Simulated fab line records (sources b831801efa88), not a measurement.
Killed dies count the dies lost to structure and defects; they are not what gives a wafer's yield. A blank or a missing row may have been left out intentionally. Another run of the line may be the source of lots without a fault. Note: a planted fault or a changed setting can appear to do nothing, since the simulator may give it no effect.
fab line records	flow sky130
[record] lots = 24	wafers = 72	lastDay = 50
route steps=708 shown VIA2@510 METAL3@565 VIA3@587
lots untouched by any fault: they come from a run of this same line in which no faults occurred
startH: the number of hours between the record's first day and the start of the first shown wafer of the lot	waitH: how many hours have passed since the lot's step before this one	" unchanged from the row above	L1.1+2: a row that stands for several wafers	- no value, or no start given	* or withheld: withheld	< > ~ a bound
route shown NAME@n: names a module that has steps shown in the file, with the first one's number in the route	usual: mean/standard deviation of fault-free wafers	same: alike in all rows	chamber/n: place in a boat	sites: each site's reading	_std_site: their standard deviation	_edge_site: the outer-site mean with the inner-site mean subtracted	radiusMm: for every site, how far away it sits from the centre of the wafer	mask NAME#n: copy n	behind: tool/chamber where the wafer was last shaped	hold: why the lot went on hold/how many hours it stayed there/how the hold came to an end	device: names the non-switching transistor (n, p or np)	end of line: tests of these same wafers at the route's end	a step without rows: its recipe alone	killed: dies lost to structure and defects at the first sort, not the wafer's yield	map: per-die view of a wafer (x killed, . not killed, _ where there is no die)
set.NAME: the setting that was run; set.NAME@STEP: the one run at that earlier step	model.NAME: the simulator's own value behind a step, which no gauge read
the route's steps for a sample of lots (tables are steps, rows are wafers)
services: a tool's chamber out of use, with start hour (startH, from the record's first day; less than 0 if before it), hours out, and reason
[[steps]]
[step SKY_VIA2_BOW_MEAS_03]
[recipe] mode = bow
[usual] VIA2_BOW = 85/8
lot.wafer	tool	chamber	startH	waitH	VIA2_BOW[um]
L075.1	filmMetro-01	-	819.87	0.1	82
L075.5	"	-	"	"	91
L075.6	"	-	"	"	109
L074.1	filmMetro-03	-	820.23	0.1	91
L074.5	"	-	"	"	80
L074.6	"	-	"	"	85
L076.3	filmMetro-03	-	829.87	0.3	84
L076.4	"	-	"	"	81
L076.5	"	-	"	"	89
L077.3	filmMetro-03	-	833.83	0.3	96
L077.4	"	-	"	"	107
L077.6	"	-	"	"	92
L078.1	filmMetro-03	-	839.22	0.1	82
L078.2	"	-	"	"	78
L078.3	"	-	"	"	91
L079.1	filmMetro-03	-	851.30	0.2	90
L079.2	"	-	"	"	73
L079.5	"	-	"	"	82
L080.3	filmMetro-04	-	858.37	0.2	82
L080.4	"	-	"	"	74
L080.5	"	-	"	"	79
L081.1	filmMetro-01	-	880.99	0.2	78
L081.3	"	-	"	"	98
L081.6	"	-	"	"	81
L082.2	filmMetro-04	-	886.84	0.3	83
L082.3	"	-	"	"	78
L082.6	"	-	"	"	77
L083.2	filmMetro-03	-	887.15	0.2	91
L083.4	"	-	"	"	73
L083.6	"	-	"	"	96
L084.1	filmMetro-01	-	896.09	0.1	101
L084.4	"	-	"	"	89
L084.6	"	-	"	"	78
L085.3	filmMetro-03	-	899.83	0.2	87
L085.5	"	-	"	"	93
L085.6	"	-	"	"	80
L087.2	filmMetro-03	-	925.50	0.2	62
L087.5	"	-	"	"	90
L087.6	"	-	"	"	93
L086.1	filmMetro-04	-	927.14	0.1	84
L086.3	"	-	"	"	83
L086.5	"	-	"	"	89
L088.2	filmMetro-04	-	930.28	0.2	86
L088.3	"	-	"	"	76
L088.6	"	-	"	"	80
L089.2	filmMetro-04	-	940.11	0.2	92
L089.5	"	-	"	"	76
L089.6	"	-	"	"	73
L092.2	filmMetro-04	-	942.86	0.3	82
L092.4	"	-	"	"	86
L092.5	"	-	"	"	72
L090.2	filmMetro-01	-	944.76	0.2	81
L090.3	"	-	"	"	86
L090.5	"	-	"	"	77
L091.2	filmMetro-04	-	947.35	0.3	88
L091.4	"	-	"	"	88
L091.5	"	-	"	"	86
L093.1	filmMetro-04	-	951.38	0.2	78
L093.2	"	-	"	"	75
L093.4	"	-	"	"	80
L094.1	filmMetro-04	-	956.96	0.1	72
L094.2	"	-	"	"	81
L094.6	"	-	"	"	80
L095.1	filmMetro-03	-	965.55	0.1	98
L095.2	"	-	"	"	102
L095.3	"	-	"	"	88
L096.1	filmMetro-01	-	975.00	0.2	86
L096.2	"	-	"	"	84
L096.5	"	-	"	"	80
L097.1	filmMetro-03	-	980.47	0.1	72
L097.5	"	-	"	"	90
L097.6	"	-	"	"	85
[step SKY_METAL3_DESCUM_15]
[recipe] chemistry = O2	sourcePowerW = 150	biasPowerW = 0	pressureMtorr = 10	tempC = 40	timeS = 8
[usual] drypumpMotorCurrentA = 5.9/0.38	oesProductAu = 1.004/0.0093
lot.wafer	tool	chamber	startH	waitH	drypumpMotorCurrentA	oesProductAu	rfHoursCounterH
L075.1	rieMetal-03	1	899.43	0.0	5.6	0.994	7
L075.5	"	1	"	"	5.6	0.990	-
L075.6	"	0	"	"	5.7	1.013	-
L074.1	rieMetal-03	1	900.88	0.0	5.6	1.006	7
L074.5	"	0	"	"	5.7	1.010	-
L074.6	"	1	"	"	5.6	1.001	-
L076.3	rieMetal-02	1	908.99	0.0	6.4	0.979	-
L076.4	"	0	"	"	6.3	1.000	-
L076.5	"	1	"	"	6.4	0.990	-
L077.3	rieMetal-04	1	912.98	0.0	6.0	1.012	-
L077.4	"	0	"	"	5.3	1.026	-
L077.6	"	0	"	"	5.3	1.020	-
L078.1	rieMetal-04	0	918.74	0.0	5.3	1.026	6
L078.2	"	1	"	"	6.0	1.021	4
L078.3	"	1	"	"	6.0	1.031	-
L079.1	rieMetal-02	0	929.67	0.0	6.4	1.000	3
L079.2	"	0	"	"	6.4	1.002	-
L079.5	"	0	"	"	6.4	0.999	-
L080.3	rieMetal-04	1	936.34	0.0	6.0	1.017	-
L080.4	"	0	"	"	5.3	1.003	-
L080.5	"	1	"	"	6.0	1.010	-
L081.1	rieMetal-04	0	958.93	0.0	5.3	1.018	8
L081.3	"	0	"	"	5.3	1.020	-
L081.6	"	0	"	"	5.3	1.007	-
L082.2	rieMetal-03	1	962.02	0.0	5.6	1.006	11
L082.3	"	0	"	"	5.7	0.999	-
L082.6	"	0	"	"	5.7	0.993	-
L083.2	rieMetal-03	0	963.18	0.0	5.7	0.995	1
L083.4	"	0	"	"	5.6	1.005	-
L083.6	"	0	"	"	5.6	1.001	-
L084.1	rieMetal-02	0	972.82	0.0	6.3	0.994	6
L084.4	"	0	"	"	6.3	0.996	-
L084.6	"	0	"	"	6.4	0.997	-
L085.3	rieMetal-03	0	974.45	0.0	5.6	0.997	-
L085.5	"	1	"	"	5.6	0.998	-
L085.6	"	0	"	"	5.6	1.001	-
L087.2	rieMetal-03	1	998.74	0.0	5.6	0.998	14
L087.5	"	0	"	"	5.7	0.993	-
L087.6	"	1	"	"	5.6	0.997	-
L086.1	rieMetal-03	1	1000.38	0.0	5.6	1.009	14
L086.3	"	1	"	"	5.6	1.008	-
L086.5	"	0	"	"	5.7	0.990	-
L088.2	rieMetal-02	0	1002.28	0.0	6.4	1.007	10
L088.3	"	0	"	"	6.3	1.010	-
L088.6	"	1	"	"	6.4	1.004	-
L089.2	rieMetal-02	1	1013.13	0.0	6.5	1.003	2
L089.5	"	1	"	"	6.4	0.997	-
L089.6	"	0	"	"	6.3	1.001	-
L092.2	rieMetal-04	0	1015.79	0.0	5.3	1.013	10
L092.4	"	1	"	"	6.0	1.014	-
L092.5	"	0	"	"	5.3	1.013	-
L090.2	rieMetal-02	1	1017.42	0.0	6.4	1.004	3
L090.3	"	1	"	"	6.4	1.002	-
L090.5	"	0	"	"	6.3	1.000	-
L091.2	rieMetal-03	1	1019.58	0.0	5.6	1.002	15
L091.4	"	0	"	"	5.7	0.998	-
L091.5	"	0	"	"	5.6	1.002	-
L093.1	rieMetal-03	0	1022.03	0.0	5.7	1.008	4
L093.2	"	1	"	"	5.6	1.009	15
L093.4	"	1	"	"	5.6	1.007	-
L094.1	rieMetal-02	0	1028.38	0.0	6.3	0.996	11
L094.2	"	1	"	"	6.5	1.003	3
L094.6	"	0	"	"	6.3	0.997	-
L095.1	rieMetal-04	0	1036.54	0.0	5.3	1.014	12
L095.2	"	1	"	"	6.0	1.013	9
L095.3	"	1	"	"	6.0	1.009	-
L096.1	rieMetal-03	1	1044.33	0.0	5.6	1.008	16
L096.2	"	0	"	"	5.7	1.004	5
L096.5	"	1	"	"	5.6	1.009	-
L097.1	rieMetal-03	0	1052.58	0.0	5.6	0.994	6
L097.5	"	0	"	"	5.6	0.999	-
L097.6	"	1	"	"	5.6	1.014	-
[step SKY_METAL3_ETCH_17]
[recipe] target = SiO2	stopOn = TiN	chemistry = C4F8/O2/Ar	sourceW = 1500	biasW = 1200	pressureMtorr = 40	c4f8FlowSccm = withheld	O2_flow_sccm = 6	Ar_flow_sccm = 300	timeS = 3.9	targetDepthA = 150
[usual] oesProductAu = 0.754/0.0086
lot.wafer	tool	chamber	startH	waitH	oesProductAu	rfHoursCounterH
L075.1	rieDiel-01	3	899.56	0.1	0.767	20
L075.5	"	2	"	"	0.763	-
L075.6	"	1	"	"	0.758	-
L074.1	rieDiel-02	1	901.01	0.1	0.753	15
L074.5	"	1	"	"	0.756	-
L074.6	"	2	"	"	0.749	-
L076.3	rieDiel-02	2	909.11	0.0	0.755	4
L076.4	"	3	"	"	0.750	13
L076.5	"	0	"	"	0.767	-
L077.3	rieDiel-01	3	913.10	0.0	0.764	20
L077.4	"	2	"	"	0.766	10
L077.6	"	2	"	"	0.753	-
L078.1	rieDiel-02	1	918.87	0.1	0.745	15
L078.2	"	3	"	"	0.748	13
L078.3	"	0	"	"	0.745	17
L079.1	rieDiel-03	2	929.93	0.2	0.755	21
L079.2	"	0	"	"	0.745	14
L079.5	"	1	"	"	0.756	-
L080.3	rieDiel-02	3	936.46	0.0	0.752	13
L080.4	"	0	"	"	0.769	17
L080.5	"	2	"	"	0.761	-
L081.1	rieDiel-03	0	959.06	0.1	0.736	15
L081.3	"	1	"	"	0.762	13
L081.6	"	3	"	"	0.750	-
L082.2	rieDiel-01	3	962.15	0.1	0.759	21
L082.3	"	1	"	"	0.753	19
L082.6	"	0	"	"	0.749	-
L083.2	rieDiel-02	1	963.31	0.1	0.772	16
L083.4	"	0	"	"	0.765	18
L083.6	"	2	"	"	0.764	-
L084.1	rieDiel-03	3	973.08	0.2	0.731	3
L084.4	"	3	"	"	0.751	-
L084.6	"	2	"	"	0.744	-
L085.3	rieDiel-02	3	974.57	0.0	0.753	15
L085.5	"	1	"	"	0.762	-
L085.6	"	2	"	"	0.780	-
L087.2	rieDiel-03	1	998.87	0.1	0.759	14
L087.5	"	0	"	"	0.762	-
L087.6	"	1	"	"	0.763	-
L086.1	rieDiel-03	0	1000.51	0.1	0.749	16
L086.3	"	3	"	"	0.743	4
L086.5	"	2	"	"	0.749	-
L088.2	rieDiel-02	2	1002.41	0.1	0.751	7
L088.3	"	3	"	"	0.758	15
L088.6	"	3	"	"	0.758	-
L089.2	rieDiel-02	2	1013.30	0.1	0.758	7
L089.5	"	1	"	"	0.765	-
L089.6	"	0	"	"	0.770	-
L092.2	rieDiel-02	2	1015.92	0.1	0.752	7
L092.4	"	0	"	"	0.744	19
L092.5	"	1	"	"	0.755	-
L090.2	rieDiel-01	2	1017.59	0.1	0.747	13
L090.3	"	0	"	"	0.750	21
L090.5	"	3	"	"	0.761	-
L091.2	rieDiel-01	0	1019.71	0.1	0.736	21
L091.4	"	2	"	"	0.744	13
L091.5	"	3	"	"	0.743	-
L093.1	rieDiel-01	2	1022.16	0.1	0.757	13
L093.2	"	0	"	"	0.747	21
L093.4	"	3	"	"	0.763	23
L094.1	rieDiel-03	3	1028.51	0.1	0.752	5
L094.2	"	2	"	"	0.746	24
L094.6	"	0	"	"	0.767	-
L095.1	rieDiel-03	0	1036.67	0.1	0.740	17
L095.2	"	2	"	"	0.743	25
L095.3	"	1	"	"	0.742	15
L096.1	rieDiel-02	3	1044.46	0.1	0.750	16
L096.2	"	2	"	"	0.743	8
L096.5	"	2	"	"	0.746	-
L097.1	rieDiel-01	2	1052.71	0.1	0.751	15
L097.5	"	0	"	"	0.747	-
L097.6	"	3	"	"	0.749	-
[step SKY_METAL3_STRIP_19]
[recipe] chemistry = O2/N2	powerW = 1400	pressureMtorr = 1500	platenTempC = withheld	o2FlowSccm = 3000	n2FlowSccm = 300	overashFraction = 0.5
[usual] drypumpMotorCurrentA = 5.7/0.32	oesProductAu = 0.501/0.0058	stripTimeToEndpointS = 6.50/0.085
lot.wafer	tool	chamber	startH	waitH	drypumpMotorCurrentA	oesProductAu	rfHoursCounterH	stripTimeToEndpointS
L075.1	plasmaAsher-04	1	899.75	0.1	5.9	0.510	104	6.53
L075.5	"	0	"	"	5.3	0.503	-	6.62
L075.6	"	1	"	"	5.9	0.501	-	6.57
L074.1	plasmaAsher-02	0	901.20	0.1	5.8	0.502	78	6.58
L074.5	"	1	"	"	5.6	0.503	-	6.57
L074.6	"	0	"	"	5.8	0.512	-	6.69
L076.3	plasmaAsher-02	0	909.34	0.1	5.8	0.498	-	6.32
L076.4	"	1	"	"	5.6	0.494	-	6.35
L076.5	"	1	"	"	5.6	0.497	-	6.34
L077.3	plasmaAsher-04	1	913.33	0.1	5.9	0.503	-	6.58
L077.4	"	0	"	"	5.3	0.505	-	6.64
L077.6	"	0	"	"	5.3	0.498	-	6.46
L078.1	plasmaAsher-04	1	919.06	0.1	5.8	0.502	106	6.64
L078.2	"	0	"	"	5.2	0.502	106	6.53
L078.3	"	0	"	"	5.3	0.498	-	6.51
L079.1	plasmaAsher-02	1	930.30	0.3	5.6	0.507	81	6.54
L079.2	"	0	"	"	5.9	0.494	81	6.47
L079.5	"	1	"	"	5.6	0.495	-	6.46
L080.3	plasmaAsher-02	1	936.86	0.2	5.6	0.498	-	6.52
L080.4	"	0	"	"	5.8	0.501	-	6.54
L080.5	"	1	"	"	5.6	0.493	-	6.53
L081.1	plasmaAsher-04	0	959.25	0.1	5.2	0.509	110	6.61
L081.3	"	0	"	"	5.3	0.503	-	6.53
L081.6	"	0	"	"	5.3	0.494	-	6.60
L082.2	plasmaAsher-02	1	962.34	0.1	5.6	0.502	84	6.51
L082.3	"	1	"	"	5.6	0.501	-	6.45
L082.6	"	1	"	"	5.6	0.501	-	6.48
L083.2	plasmaAsher-02	0	963.50	0.1	5.9	0.499	85	6.52
L083.4	"	1	"	"	5.6	0.493	-	6.44
L083.6	"	1	"	"	5.6	0.501	-	6.53
L084.1	plasmaAsher-02	0	973.28	0.1	5.8	0.488	85	6.34
L084.4	"	1	"	"	5.6	0.502	-	6.44
L084.6	"	0	"	"	5.8	0.500	-	6.45
L085.3	plasmaAsher-01	0	974.97	0.2	6.4	0.505	-	6.55
L085.5	"	0	"	"	6.4	0.508	-	6.58
L085.6	"	1	"	"	5.9	0.507	-	6.53
L087.2	plasmaAsher-04	1	999.06	0.1	5.8	0.507	114	6.50
L087.5	"	1	"	"	5.9	0.508	-	6.53
L087.6	"	0	"	"	5.2	0.497	-	6.54
L086.1	plasmaAsher-04	0	1000.70	0.1	5.3	0.490	114	6.38
L086.3	"	1	"	"	5.8	0.493	-	6.38
L086.5	"	0	"	"	5.3	0.503	-	6.43
L088.2	plasmaAsher-04	1	1002.60	0.1	5.9	0.503	115	6.56
L088.3	"	1	"	"	5.9	0.500	-	6.48
L088.6	"	0	"	"	5.3	0.495	-	6.54
L089.2	plasmaAsher-02	1	1013.50	0.1	5.6	0.501	89	6.48
L089.5	"	1	"	"	5.6	0.510	-	6.60
L089.6	"	0	"	"	5.8	0.502	-	6.51
L092.2	plasmaAsher-04	1	1016.11	0.1	5.9	0.504	116	6.59
L092.4	"	1	"	"	5.9	0.494	-	6.55
L092.5	"	0	"	"	5.3	0.499	-	6.65
L090.2	plasmaAsher-01	0	1017.79	0.1	6.4	0.492	27	6.40
L090.3	"	0	"	"	6.4	0.507	-	6.41
L090.5	"	0	"	"	6.4	0.485	-	6.40
L091.2	plasmaAsher-01	1	1019.90	0.1	5.9	0.495	28	6.41
L091.4	"	1	"	"	5.9	0.506	-	6.47
L091.5	"	0	"	"	6.4	0.504	-	6.46
L093.1	plasmaAsher-02	0	1022.35	0.1	5.8	0.510	90	6.56
L093.2	"	1	"	"	5.6	0.497	90	6.50
L093.4	"	0	"	"	5.9	0.505	-	6.51
L094.1	plasmaAsher-01	0	1028.70	0.1	6.4	0.494	29	6.50
L094.2	"	1	"	"	5.9	0.501	29	6.58
L094.6	"	1	"	"	5.9	0.507	-	6.56
L095.1	plasmaAsher-04	0	1036.86	0.1	5.3	0.493	116	6.47
L095.2	"	1	"	"	5.8	0.508	116	6.47
L095.3	"	1	"	"	5.8	0.504	-	6.56
L096.1	plasmaAsher-04	1	1044.65	0.1	5.8	0.502	117	6.46
L096.2	"	0	"	"	5.3	0.493	117	6.39
L096.5	"	1	"	"	5.8	0.499	-	6.45
L097.1	plasmaAsher-02	1	1052.90	0.1	5.6	0.494	94	6.43
L097.5	"	1	"	"	5.6	0.494	-	6.45
L097.6	"	0	"	"	5.8	0.504	-	6.43
[step SKY_VIA3_ETCH_14]
[recipe] chemistry = N2/H2	target = BARC	ionEnergyEv = 200	sourceW = 500	biasW = 100	pressureMtorr = 30	n2FlowSccm = 100	h2FlowSccm = 200	stopOn = SiO2	timeS = 45.9	targetDepthA = 600
[usual] drypumpMotorCurrentA = 5.7/0.44	oesProductAu = 0.854/0.0048	throttleValvePct = 13.225/0.0092
lot.wafer	tool	chamber	startH	waitH	drypumpMotorCurrentA	oesProductAu	rfHoursCounterH	throttleValvePct
L075.1	rieDiel-04	0	925.33	0.0	6.4	0.856	15	13.225
L075.5	"	3	"	"	5.7	0.846	-	13.224
L075.6	"	2	"	"	6.0	0.866	-	13.218
L074.1	rieDiel-03	0	926.93	0.0	5.1	0.865	14	13.240
L074.5	"	0	"	"	5.1	0.860	-	13.229
L074.6	"	1	"	"	5.6	0.861	-	13.210
L076.3	rieDiel-01	1	935.04	0.0	5.4	0.861	18	13.217
L076.4	"	0	"	"	6.4	0.851	19	13.224
L076.5	"	0	"	"	6.4	0.852	-	13.227
L077.3	rieDiel-03	3	939.69	0.0	5.9	0.853	2	13.215
L077.4	"	2	"	"	6.2	0.860	22	13.231
L077.6	"	0	"	"	5.1	0.854	-	13.224
L078.1	rieDiel-04	0	946.02	0.0	6.5	0.854	16	13.227
L078.2	"	2	"	"	5.9	0.850	11	13.222
L078.3	"	3	"	"	5.7	0.851	3	13.226
L079.1	rieDiel-04	2	956.38	0.0	5.9	0.858	11	13.231
L079.2	"	3	"	"	5.7	0.859	4	13.208
L079.5	"	2	"	"	6.0	0.854	-	13.243
L080.3	rieDiel-03	0	962.19	0.0	5.1	0.854	15	13.220
L080.4	"	2	"	"	6.2	0.847	22	13.224
L080.5	"	3	"	"	5.9	0.858	-	13.226
L081.1	rieDiel-03	0	984.03	0.0	5.1	0.855	15	13.233
L081.3	"	3	"	"	5.9	0.853	4	13.230
L081.6	"	3	"	"	5.9	0.849	-	13.219
L082.2	rieDiel-04	2	986.58	0.0	6.0	0.857	12	13.210
L082.3	"	3	"	"	5.7	0.854	5	13.215
L082.6	"	1	"	"	5.9	0.852	-	13.228
L083.2	rieDiel-04	0	987.84	0.0	6.4	0.851	17	13.226
L083.4	"	1	"	"	5.9	0.864	4	13.221
L083.6	"	2	"	"	5.9	0.850	-	13.223
L084.1	rieDiel-04	3	996.83	0.0	5.7	0.854	5	13.236
L084.4	"	1	"	"	5.9	0.854	5	13.217
L084.6	"	0	"	"	6.4	0.847	-	13.217
L085.3	rieDiel-01	2	999.09	0.0	5.4	0.852	13	13.211
L085.5	"	1	"	"	5.3	0.850	-	13.225
L085.6	"	0	"	"	6.4	0.851	-	13.226
L087.2	rieDiel-03	3	1023.33	0.0	5.9	0.847	5	13.229
L087.5	"	1	"	"	5.6	0.844	-	13.226
L087.6	"	0	"	"	5.1	0.852	-	13.223
L086.1	rieDiel-01	1	1024.78	0.0	5.3	0.855	21	13.225
L086.3	"	3	"	"	5.0	0.856	23	13.229
L086.5	"	2	"	"	5.4	0.855	-	13.217
L088.2	rieDiel-03	0	1027.02	0.0	5.1	0.859	16	13.217
L088.3	"	2	"	"	6.2	0.856	24	13.229
L088.6	"	2	"	"	6.2	0.858	-	13.223
L089.2	rieDiel-04	2	1038.23	0.0	5.9	0.854	14	13.217
L089.5	"	2	"	"	5.9	0.853	-	13.247
L089.6	"	3	"	"	5.7	0.850	-	13.222
L092.2	rieDiel-04	1	1040.37	0.0	5.9	0.850	6	13.221
L092.4	"	0	"	"	6.4	0.854	18	13.226
L092.5	"	1	"	"	5.9	0.850	-	13.215
L090.2	rieDiel-01	3	1042.94	0.0	5.1	0.856	24	13.235
L090.3	"	0	"	"	6.4	0.857	22	13.230
L090.5	"	1	"	"	5.4	0.858	-	13.210
L091.2	rieDiel-03	3	1043.99	0.0	5.9	0.859	6	13.217
L091.4	"	1	"	"	5.6	0.862	16	13.210
L091.5	"	2	"	"	6.2	0.857	-	13.229
L093.1	rieDiel-01	1	1046.92	0.0	5.3	0.842	22	13.215
L093.2	"	3	"	"	5.1	0.854	24	13.231
L093.4	"	2	"	"	5.4	0.848	15	13.221
L094.1	rieDiel-03	2	1051.57	0.0	6.3	0.857	25	13.237
L094.2	"	3	"	"	5.9	0.861	6	13.195
L094.6	"	3	"	"	5.9	0.852	-	13.219
L095.1	rieDiel-01	2	1060.19	0.0	5.4	0.852	15	13.233
L095.2	"	1	"	"	5.4	0.857	22	13.223
L095.3	"	3	"	"	5.1	0.853	24	13.223
L096.1	rieDiel-01	1	1067.92	0.0	5.4	0.860	22	13.230
L096.2	"	0	"	"	6.5	0.859	23	13.228
L096.5	"	3	"	"	5.1	0.851	-	13.210
L097.1	rieDiel-03	2	1075.58	0.0	6.2	0.860	26	13.219
L097.5	"	3	"	"	5.9	0.858	-	13.228
L097.6	"	0	"	"	5.1	0.855	-	13.215
[step SKY_VIA3_THK_MEAS_23]
[recipe] thkMeasGauge = xrf	reads = W_of_VIA3_CVD_21
[usual] VIA3_W_THK = 397/5.8
lot.wafer	tool	chamber	startH	waitH	VIA3_W_THK[nm]
L075.1	filmMetro-02	-	926.33	0.1	394
L075.5	"	-	"	"	406
L075.6	"	-	"	"	401
L074.1	filmMetro-04	-	927.92	0.1	396
L074.5	"	-	"	"	397
L074.6	"	-	"	"	403
L076.3	filmMetro-04	-	936.12	0.1	395
L076.4	"	-	"	"	388
L076.5	"	-	"	"	391
L077.3	filmMetro-01	-	940.75	0.1	397
L077.4	"	-	"	"	386
L077.6	"	-	"	"	394
L078.1	filmMetro-02	-	947.44	0.1	392
L078.2	"	-	"	"	393
L078.3	"	-	"	"	394
L079.1	filmMetro-02	-	957.41	0.1	399
L079.2	"	-	"	"	401
L079.5	"	-	"	"	403
L080.3	filmMetro-04	-	963.26	0.1	390
L080.4	"	-	"	"	388
L080.5	"	-	"	"	396
L081.1	filmMetro-02	-	985.03	0.1	405
L081.3	"	-	"	"	406
L081.6	"	-	"	"	406
L082.2	filmMetro-04	-	987.59	0.1	392
L082.3	"	-	"	"	399
L082.6	"	-	"	"	398
L083.2	filmMetro-01	-	988.88	0.1	403
L083.4	"	-	"	"	393
L083.6	"	-	"	"	404
L084.1	filmMetro-01	-	997.87	0.1	403
L084.4	"	-	"	"	396
L084.6	"	-	"	"	402
L085.3	filmMetro-01	-	1000.15	0.1	396
L085.5	"	-	"	"	392
L085.6	"	-	"	"	398
L087.2	filmMetro-02	-	1024.68	0.1	401
L087.5	"	-	"	"	398
L087.6	"	-	"	"	401
L086.1	filmMetro-01	-	1025.87	0.1	396
L086.3	"	-	"	"	402
L086.5	"	-	"	"	405
L088.2	filmMetro-01	-	1028.14	0.1	396
L088.3	"	-	"	"	401
L088.6	"	-	"	"	396
L089.2	filmMetro-01	-	1039.27	0.1	386
L089.5	"	-	"	"	392
L089.6	"	-	"	"	390
L092.2	filmMetro-01	-	1041.38	0.1	397
L092.4	"	-	"	"	401
L092.5	"	-	"	"	397
L090.2	filmMetro-01	-	1043.98	0.1	399
L090.3	"	-	"	"	395
L090.5	"	-	"	"	396
L091.2	filmMetro-02	-	1045.03	0.1	400
L091.4	"	-	"	"	398
L091.5	"	-	"	"	401
L093.1	filmMetro-04	-	1048.00	0.1	389
L093.2	"	-	"	"	391
L093.4	"	-	"	"	392
L094.1	filmMetro-02	-	1052.57	0.1	395
L094.2	"	-	"	"	408
L094.6	"	-	"	"	401
L095.1	filmMetro-02	-	1061.32	0.1	406
L095.2	"	-	"	"	402
L095.3	"	-	"	"	410
L096.1	filmMetro-01	-	1069.00	0.1	391
L096.2	"	-	"	"	399
L096.5	"	-	"	"	388
L097.1	filmMetro-04	-	1076.70	0.1	396
L097.5	"	-	"	"	398
L097.6	"	-	"	"	395
[[services]]
tool	chamber	startH	hours	kind
plasmaAsher-01	-	877.99	4.4	repair
rieDiel-03	2	880.33	10.3	repair
rieDiel-01	3	883.47	2.9	repair
rieDiel-03	-	891.74	1.2	repair
rieDiel-02	3	892.25	4.3	repair
rieMetal-02	-	892.69	0.2	repair
rieMetal-02	-	902.49	0.6	repair
rieDiel-01	3	917.72	3.3	repair
rieDiel-04	1	921.61	5.1	repair
rieDiel-01	2	960.98	3.5	repair
plasmaAsher-04	-	965.02	0.9	repair
rieDiel-03	0	967.95	10.4	repair
rieMetal-02	1	968.94	18.1	repair
rieDiel-03	1	971.55	3.3	repair
rieDiel-04	3	978.75	7.2	repair
rieDiel-03	-	979.48	4.3	pm
rieDiel-01	3	994.35	7.9	repair
plasmaAsher-04	-	1021.13	15.6	pm
plasmaAsher-01	-	1045.23	1.6	repair
rieDiel-02	-	1048.82	0.4	repair
rieMetal-04	1	1053.16	7.4	repair
plasmaAsher-04	-	1055.34	9.0	pm
rieDiel-01	2	1064.35	8.5	repair
rieDiel-02	3	1072.79	10.4	repair
[[key]]
fault none
